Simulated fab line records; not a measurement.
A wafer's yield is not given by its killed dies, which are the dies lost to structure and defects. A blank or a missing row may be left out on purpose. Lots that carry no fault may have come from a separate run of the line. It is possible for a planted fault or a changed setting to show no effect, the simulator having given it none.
The same fault as seen by 2 desks | flow sky130 | what lay behind the numbers comes last; until then each desk has only its own

## THE METROLOGY DESK
Means of the sampled wafers that have a number, per lot and without regard to the tool the lot ran on: this is what the gauges read. A lot is out of limits, marked OUT, if its mean lies more than 4 standard deviations from the usual mean; the brackets give that distance.
Columns: A = SD_N_TW at SKY_SD_N_TW_MEAS_12, usual 4010; B = LOCAL_INTERCONNECT_TIN_THK at SKY_LOCAL_INTERCONNECT_THK_MEAS_02, usual 101.6 nm
lot  | first seen here | A    | B
L202 | day 28 03:06    | 3988 | 102.1
L203 | day 28 07:43    | 4023 | 101.5
L204 | day 28 20:31    | 3929 | 101.4
L205 | day 29 04:42    | 4033 | 102.7
L209 | day 30 16:15    | 4040 | 103.1
L210 | day 30 21:28    | 3935 | 102.2
L211 | day 31 05:22    | 4066 | 100.9
L212 | day 31 10:58    | 3957 | 101.3
L218 | day 33 13:50    | 4015 | 101.4
L219 | day 34 04:34    | 4008 | 100.5
L220 | day 34 05:41    | 4050 | 101.6
L222 | day 34 11:44    | 4004 | 100.5
L223 | day 34 22:12    | 3920 | 100.9
L224 | day 35 03:43    | 4000 | 103.1
L225 | day 35 14:31    | 4062 | 101.2
This desk found nothing out of limits on any of the 15 lots.

## AT THE TOOL OWNER'S DESK: pvd-sputter-03
The tool's own readings at SKY_METAL1_SPUTTER_03 (material Ti, target thk 5 nm, time 3.3 s): means of the sampled wafers that have a number, for each lot that ran on this tool. A lot is out of limits, marked OUT, if its mean lies more than 4 standard deviations from the usual mean; the brackets give that distance.
Columns: A = cathode-dc-power-W at SKY_METAL1_SPUTTER_03, usual 3000.0 W; B = chamber-pressure-pa at SKY_METAL1_SPUTTER_03, usual 0.3998 Pa; C = throttle-valve-pct at SKY_METAL1_SPUTTER_03, usual 30.0 %
lot  | first seen here | A      | B      | C
L203 | day 32 02:15    | 2999.6 | 0.4004 | 29.9
L224 | day 38 16:44    | 3000.4 | 0.3993 | 29.9
L225 | day 39 02:17    | 2999.5 | 0.3995 | 29.4
This desk found nothing out of limits on any of the 3 lots.

## ALL TOGETHER
The metrology desk saw nothing out of limits.
The desk of the tool owner found nothing out of limits.

## WHAT THE SIMULATOR HAD INSERTED
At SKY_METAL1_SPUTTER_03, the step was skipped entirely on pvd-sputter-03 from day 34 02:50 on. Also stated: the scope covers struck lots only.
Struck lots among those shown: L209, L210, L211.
